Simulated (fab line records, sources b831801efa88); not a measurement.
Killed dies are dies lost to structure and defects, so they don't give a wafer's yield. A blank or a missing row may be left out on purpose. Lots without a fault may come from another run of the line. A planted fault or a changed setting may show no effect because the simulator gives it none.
Tool commonality check | flow sky130 | 15 lots, 45 wafers sampled

WHY IT WAS OPENED
At SKY_VT_ADJUST_HVTP_TW_MEAS_11 the reading VT_ADJUST_HVTP_TW is flagged on 3 of 15 lots. Wafers without a fault read 1345, standard deviation 15.
Rule: a lot is flagged when every wafer of it that has a number lies more than 4 standard deviations from that mean, or none has a number. The other lots count as sound.

lot  | measured     | on            | VT_ADJUST_HVTP_TW, wafer by wafer | flag
L462 | day 6 04:22  | film_metro-01 | 1333 1337 1342                    |
L463 | day 6 08:39  | film_metro-02 | 1332 1341 1340                    |
L465 | day 6 21:37  | film_metro-01 | 1337 1332 1333                    |
L466 | day 7 01:35  | film_metro-03 | 1368 1370 1360                    |
L467 | day 7 08:46  | film_metro-02 | 1675 1662 1670                    | FLAGGED
L468 | day 7 12:38  | film_metro-02 | 1342 1341 1339                    |
L472 | day 8 14:26  | film_metro-01 | 1330 1323 1327                    |
L473 | day 8 20:10  | film_metro-01 | 1659 1661 1657                    | FLAGGED
L474 | day 9 04:58  | film_metro-01 | 1652 1657 1647                    | FLAGGED
L478 | day 10 06:52 | film_metro-03 | 1369 1357 1368                    |
L479 | day 10 16:36 | film_metro-02 | 1338 1342 1331                    |
L480 | day 10 18:02 | film_metro-02 | 1339 1343 1346                    |
L481 | day 10 21:46 | film_metro-03 | 1364 1371 1361                    |
L483 | day 11 17:15 | film_metro-03 | 1368 1365 1362                    |
L484 | day 12 00:43 | film_metro-02 | 1345 1342 1347                    |
The numbers of the flagged lots are 1660 on average: +315 against the usual, or +21 standard deviations.

WHICH TOOL RAN EACH LOT
The record holds 1 process step before the reading, out of a route of 708 steps. In each cell: the tool, then ch and the chambers that the sampled wafers went through, then the start.
lot  | flag    | SKY_VT_ADJUST_HVTP_IMPLANT_09
L462 |         | implanter-02 ch 0, day 6 04:07
L463 |         | implanter-02 ch 0, day 6 08:25
L465 |         | implanter-03 ch 0, day 6 21:22
L466 |         | implanter-03 ch 0, day 7 01:20
L467 | FLAGGED | implanter-04 ch 0, day 7 08:08
L468 |         | implanter-03 ch 0, day 7 12:23
L472 |         | implanter-02 ch 0, day 8 14:11
L473 | FLAGGED | implanter-04 ch 0, day 8 19:37
L474 | FLAGGED | implanter-04 ch 0, day 9 04:25
L478 |         | implanter-02 ch 0, day 10 06:38
L479 |         | implanter-03 ch 0, day 10 16:22
L480 |         | implanter-04 ch 0, day 10 17:49
L481 |         | implanter-02 ch 0, day 10 21:31
L483 |         | implanter-03 ch 0, day 11 17:02
L484 |         | implanter-04 ch 0, day 12 00:29
What these steps do:
- SKY_VT_ADJUST_HVTP_IMPLANT_09
- SKY_VT_ADJUST_HVTP_TW_MEAS_11

FLAGGED OVER TOTAL, TOOL BY TOOL (the gauges that took the reading come last)
step                          | tool          | lots run | flagged | share of the flagged lots | sound lots run after its first flagged lot
SKY_VT_ADJUST_HVTP_IMPLANT_09 | implanter-02  | 5        | 0       | none                      | -
SKY_VT_ADJUST_HVTP_IMPLANT_09 | implanter-03  | 5        | 0       | none                      | -
SKY_VT_ADJUST_HVTP_IMPLANT_09 | implanter-04  | 5        | 3       | all                       | 2 (L480,L484)
SKY_VT_ADJUST_HVTP_TW_MEAS_11 | film_metro-01 | 5        | 2       | some                      | 0
SKY_VT_ADJUST_HVTP_TW_MEAS_11 | film_metro-02 | 6        | 1       | some                      | 4 (L468,L479,L480,L484)
SKY_VT_ADJUST_HVTP_TW_MEAS_11 | film_metro-03 | 4        | 0       | none                      | -

WHAT THE TABLE ALLOWS
1 row of the table ran every flagged lot: implanter-04 at SKY_VT_ADJUST_HVTP_IMPLANT_09.
- implanter-04 at SKY_VT_ADJUST_HVTP_IMPLANT_09: 3 of its 5 lots flagged. Sound lots ran on it after the first flagged one (L480, L484), which a lasting fault on the whole tool wouldn't allow.
No row of the table ran every flagged lot and no sound lot after the first.

WHAT THE SIMULATOR HAD PUT IN
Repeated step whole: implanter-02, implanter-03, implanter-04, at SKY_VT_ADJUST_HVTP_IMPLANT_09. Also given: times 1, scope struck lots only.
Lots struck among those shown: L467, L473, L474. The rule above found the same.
